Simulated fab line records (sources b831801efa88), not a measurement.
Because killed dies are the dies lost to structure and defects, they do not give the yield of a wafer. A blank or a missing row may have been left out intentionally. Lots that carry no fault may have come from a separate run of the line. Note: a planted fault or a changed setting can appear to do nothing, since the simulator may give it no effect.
Chamber matching	flow sky130	rieDiel-03 running SKY_METAL4_ETCH_17: 4 sister chambers
The step etches SiO2 in C4F8/O2/Ar, stops on TiN, time 3.9 s, target depth 15 nm. 4 wafers are shown with their chamber, then 8 later ones without.

WAFERS PAIRED WITH THEIR CHAMBERS
wafer	chamber	oesProductAu (a.u.)
L088.2	0	0.762
L090.2	2	0.754
L090.5	1	0.749
L091.2	3	0.757

WAFERS MISSING THEIR CHAMBER
wafer	oesProductAu (a.u.)
L091.5	0.757
L091.6	0.762
L092.1	0.746
L092.2	0.743
L092.5	0.751
L097.2	0.746
L097.5	0.760
L097.6	0.754

EACH ONE'S CHAMBER
wafer	from the rows above	in truth
L091.5	can't be placed: 3 or 2 or 0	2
L091.6	can't be placed: 0 or 3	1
L092.1	can't be placed: 1 or 2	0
L092.2	can't be placed: 1 or 2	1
L092.5	can't be placed: 1 or 2 or 3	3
L097.2	can't be placed: 1 or 2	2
L097.5	can't be placed: 0 or 3 or 2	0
L097.6	can't be placed: 2 or 3 or 1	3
0 of 8 placed correctly. Can't be placed from these rows: 8 (the true chamber is among the candidates in 6). Number placed wrongly: 0.
How it was worked out, from the rows above alone: a wafer's distance from a chamber is the root of the sum, over the readings, of the square of ((its reading less the chamber's mean) divided by the reading's scatter). The wafer belongs to the nearest chamber; if the next one is less than 2 further off, it can't be placed. A chamber's mean is the mean of its shown wafers. The scatter (one wafer shown for each chamber): square how far every hidden wafer sits from the nearest shown wafer, average those squares and take the square root.
